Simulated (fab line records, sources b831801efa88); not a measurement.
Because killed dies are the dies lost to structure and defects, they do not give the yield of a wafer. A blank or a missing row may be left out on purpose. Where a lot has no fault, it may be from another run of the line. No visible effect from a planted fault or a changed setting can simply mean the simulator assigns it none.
2 desks looking at one fault / flow sky130 / what lay behind the numbers comes last; until then each desk has only its own

METROLOGY DESK
What the gauges read for every lot (on any tool): the sampled wafers with a number, averaged. If a lot's mean is further than 4 standard deviations from the usual mean, the lot is out of limits and carries the mark OUT (the distance appears in the brackets).
Columns: A = PWDE_TW at SKY_PWDE_TW_MEAS_10, usual 370.7; B = SD_N_RS at SKY_SD_N_RS_MEAS_16, usual 68.54 ohm/sq
lot=L931; first seen here=day 3 21:43; A=366.8; B=68.63
lot=L937; first seen here=day 5 05:53; A=373.5; B=68.39
lot=L938; first seen here=day 5 12:10; A=369.5; B=68.86
lot=L940; first seen here=day 5 22:19; A=374.2; B=70.12 (+11) OUT
lot=L942; first seen here=day 6 10:25; A=372.5; B=69.45 (+6.1) OUT
lot=L944; first seen here=day 6 20:26; A=370.0; B=69.66 (+7.4) OUT
lot=L948; first seen here=day 8 02:13; A=369.1; B=68.42
lot=L949; first seen here=day 8 08:11; A=375.0; B=68.57
lot=L950; first seen here=day 8 08:55; A=368.2; B=68.59
lot=L952; first seen here=day 9 01:17; A=367.2; B=68.57
lot=L953; first seen here=day 9 03:05; A=369.9; B=68.56
lot=L954; first seen here=day 9 07:53; A=370.8; B=68.58
This desk reports L940, L942, L944 out of limits; the earliest was L940 at day 31 02:32 (SD_N_RS at SKY_SD_N_RS_MEAS_16). L931, L937, L938, L948, L949, L950, L952, L953, L954: within limits.

FOR THE TOOL OWNER'S DESK: implanter-01
The tool's own readings at SKY_SD_N_IMPLANT_09, given as means over the sampled wafers that have a number, one for each lot that went through this tool. If a lot's mean is further than 4 standard deviations from the usual mean, the lot is out of limits and carries the mark OUT (the distance appears in the brackets).
Columns: A = beam on s at SKY_SD_N_IMPLANT_09, usual 20.2 s; B = faraday current uA at SKY_SD_N_IMPLANT_09, usual 10901
lot=L938; first seen here=day 30 07:50; A=21.0; B=10462
lot=L940; first seen here=day 31 01:51; A=17.6; B=12456 (+4.4) OUT
lot=L942; first seen here=day 31 16:16; A=19.2; B=11510
lot=L944; first seen here=day 32 08:26; A=19.2; B=11551
lot=L952; first seen here=day 34 21:58; A=21.0; B=10452
This desk's finding: out of limits on L940; first on L940, day 31 01:51 (faraday current uA at SKY_SD_N_IMPLANT_09). L938, L942, L944, L952: within limits.

TAKEN TOGETHER
At day 31 01:51, on L940, the tool owner's desk was in a position to raise an alarm.
On L940, L942, L944, the metrology desk was in a position to raise an alarm at day 31 02:32.
On record at the tool owner's desk: L942, L944, within its limits.
The lots listed all ran SKY_SD_N_IMPLANT_09 on implanter-01.

WHAT WAS PUT IN BY THE SIMULATOR
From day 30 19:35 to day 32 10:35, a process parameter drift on implanter-01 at SKY_SD_N_IMPLANT_09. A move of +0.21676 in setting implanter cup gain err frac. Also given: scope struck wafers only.
Struck lots among those shown: L940, L942, L944.
Time in hours from fault onset to the first out-of-limits reading at each desk: tool owner's desk 6, metrology desk 7.
